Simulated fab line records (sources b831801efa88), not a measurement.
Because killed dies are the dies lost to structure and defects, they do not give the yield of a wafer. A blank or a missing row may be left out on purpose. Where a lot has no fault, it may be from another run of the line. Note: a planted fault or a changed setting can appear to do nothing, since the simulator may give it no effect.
Lot-split experiment    flow sfq line    on a route of 325 steps: 5 lots, 23 wafers read

ON THE SPLIT
At SFQ_TRILAYER_M3_LITHO_COAT_075 (resist thk 600 nm), the setting spin rpm was moved away from the recipe's 3000 rpm on 6 of the 23 wafers read, by -2.0% to +2.5%. The other wafers ran this setting at the recipe's value.

The split's own step is where the reading is taken.

THE READING
KrF_of_TRILAYER_M3_LITHO_COAT_075.thk nm (the simulator's own value, which no gauge read), in nm, at SFQ_TRILAYER_M3_LITHO_COAT_075 (resist thk 600 nm). The file does not state a usual value for it. Here, 17 wafers ran the recipe; their average is 600.1 nm with a standard deviation of 1.4 nm.

wafer   tool, chamber at the split  spin rpm as run, rpm  against the recipe  KrF_of_TRILAYER_M3_LITHO_COAT_075.thk nm, nm  against lot-mates on the recipe
L076.1  litho track-01, 0           3000                  recipe              601.1                                         -
L076.5  litho track-01, 0           3000                  recipe              601.1                                         -
L076.3  litho track-01, 0           3000                  recipe              599.5                                         -
L077.1  litho track-01, 0           3000                  recipe              599.1                                         -
L077.6  litho track-01, 0           3000                  recipe              599.1                                         -
L077.2  litho track-01, 0           3000                  recipe              599.3                                         -
L077.3  litho track-01, 0           3000                  recipe              601                                           -
L077.5  litho track-01, 0           3000                  recipe              601.2                                         -
L078.1  litho track-01, 0           3000                  recipe              602.6                                         -
L078.2  litho track-01, 0           3000                  recipe              601.3                                         -
L078.3  litho track-01, 0           3000                  recipe              600.7                                         -
L078.5  litho track-01, 0           3000                  recipe              601.2                                         -
L078.6  litho track-01, 0           3000                  recipe              601                                           -
L083.2  litho track-03, 0           3076                  +2.5%               594.1                                         -5.2
L083.3  litho track-03, 0           3076                  +2.5%               593                                           -6.3
L083.4  litho track-03, 0           3076                  +2.5%               592.3                                         -7.0
L083.5  litho track-03, 0           3000                  recipe              599.3                                         -
L083.6  litho track-03, 0           3000                  recipe              599.4                                         -
L085.1  litho track-03, 0           2941                  -2.0%               603.6                                         +5.9
L085.2  litho track-03, 0           2941                  -2.0%               606.8                                         +9.0
L085.3  litho track-03, 0           2941                  -2.0%               603.9                                         +6.1
L085.5  litho track-03, 0           3000                  recipe              596.8                                         -
L085.6  litho track-03, 0           3000                  recipe              598.7                                         -

FIT RESULTS
A straight line over all 23 wafers: KrF_of_TRILAYER_M3_LITHO_COAT_075.thk nm changes by -2.6 nm for each +1% of spin rpm; r = -0.92; the points scatter about the line by 1.4 nm.
The same after taking each lot's own level away (the mean of its wafers on the recipe; 23 wafers): -2.89 nm for each +1%; r = -0.96; scatter 1.1 nm.
The reading moves by 7.3 nm for the largest change in spin rpm, on that fit.
The lots' own levels span 597.75 to 601.36 nm, that is 2.7 times the standard deviation above.
So the lot-to-lot level changes the slope little: the two slopes agree.
Check: with one of the wafers moved furthest among these (+2.5%) left out of the fit, the line predicts -7.56 nm for it against its lot-mates. Against them it came out at -5.25 nm.

THESE WAFERS: OTHER SPLITS
These wafers also went through other splits before the reading. Each is held against what the fit with the lots' levels taken away leaves over:
other split on the same wafers                    wafers away from the commonest value  r with KrF_of_TRILAYER_M3_LITHO_COAT_075.thk nm (lot level and that fit taken away)
SFQ_TRILAYER_I1_VIA_LITHO_EXPOSE_050 dose mj      8                                     -0.33
SFQ_TRILAYER_I1_VIA_ETCH_VIA_ETCH_052 source w    3                                     +0.00
SFQ_TRILAYER_M2_BARC_OPEN_METAL_ETCH_077 time s   8                                     -0.23
SFQ_TRILAYER_I2_VIA_LITHO_COAT_072 resist thk nm  8                                     -0.27

FILE'S OWN FIT
KrF_of_TRILAYER_M3_LITHO_COAT_075.thk nm changes by -2.88 nm for each +1% of spin rpm, r = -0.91.
